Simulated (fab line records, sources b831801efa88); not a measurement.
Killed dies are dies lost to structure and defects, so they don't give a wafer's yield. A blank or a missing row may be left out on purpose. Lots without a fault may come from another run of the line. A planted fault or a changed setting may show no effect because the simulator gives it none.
Which tool did it? | flow sky130 | 6 lots, 18 wafers sampled, at 3 steps of a route of 708

WHAT THE GAUGES READ, wafer by wafer
SKY_METAL5_THK_MEAS_06: measures by xrf.
lot  | measured     | on            | METAL5_ALCU_THK (nm)
L638 | day 43 11:19 | film_metro-03 | 1169 1164 1166
L641 | day 44 10:13 | film_metro-04 | 1161 1163 1142
L646 | day 46 00:25 | film_metro-04 | 1123 1146 1129
L653 | day 47 15:55 | film_metro-03 | 1150 1165 1162
L655 | day 48 00:09 | film_metro-02 | 1168 1146 1158
L657 | day 48 07:14 | film_metro-04 | 1145 1146 1144

WHICH TOOL RAN EACH LOT (tool, then ch and the chambers of the sampled wafers, then the start)
lot  | SKY_NWELL_CLEAN_27              | SKY_VIA4_STRIP_13
L638 | wet_bench-03 ch 2, day 5 16:49  | plasma_asher-04 ch 0,1, day 43 09:35
L641 | wet_bench-02 ch 0, day 6 12:37  | plasma_asher-01 ch 0,1, day 44 08:21
L646 | wet_bench-03 ch 3, day 8 00:20  | plasma_asher-01 ch 0,1, day 45 22:49
L653 | wet_bench-01 ch 3, day 9 17:49  | plasma_asher-03 ch 0,1, day 47 14:20
L655 | wet_bench-01 ch 1, day 10 06:52 | plasma_asher-01 ch 0,1, day 47 22:33
L657 | wet_bench-02 ch 0, day 10 16:58 | plasma_asher-03 ch 0,1, day 48 05:40
- SKY_NWELL_CLEAN_27: cleans in SC1/SC2, time 150 s.
- SKY_VIA4_STRIP_13: strips in O2/N2.

THE ANSWER, worked out from the rows above alone
Rule: what is usual is taken from the lots themselves. Put in order of their means at a reading, lots are off if they are a third of the lots or fewer, leave a main group of 4 or more, and stand apart from it by a gap of 3 or more times the standard deviation of the main group's means; of several such gaps the widest counts. A main group whose means are all the same, to the digits that the tables above print for the reading, isn't used. A lot without any number at a reading at which 4 lots or more have one is off too. The other lots that the step has rows for count as sound.
No lot is off at any reading shown: from this, nothing can be told.

WHAT THE SIMULATOR HAD PUT IN
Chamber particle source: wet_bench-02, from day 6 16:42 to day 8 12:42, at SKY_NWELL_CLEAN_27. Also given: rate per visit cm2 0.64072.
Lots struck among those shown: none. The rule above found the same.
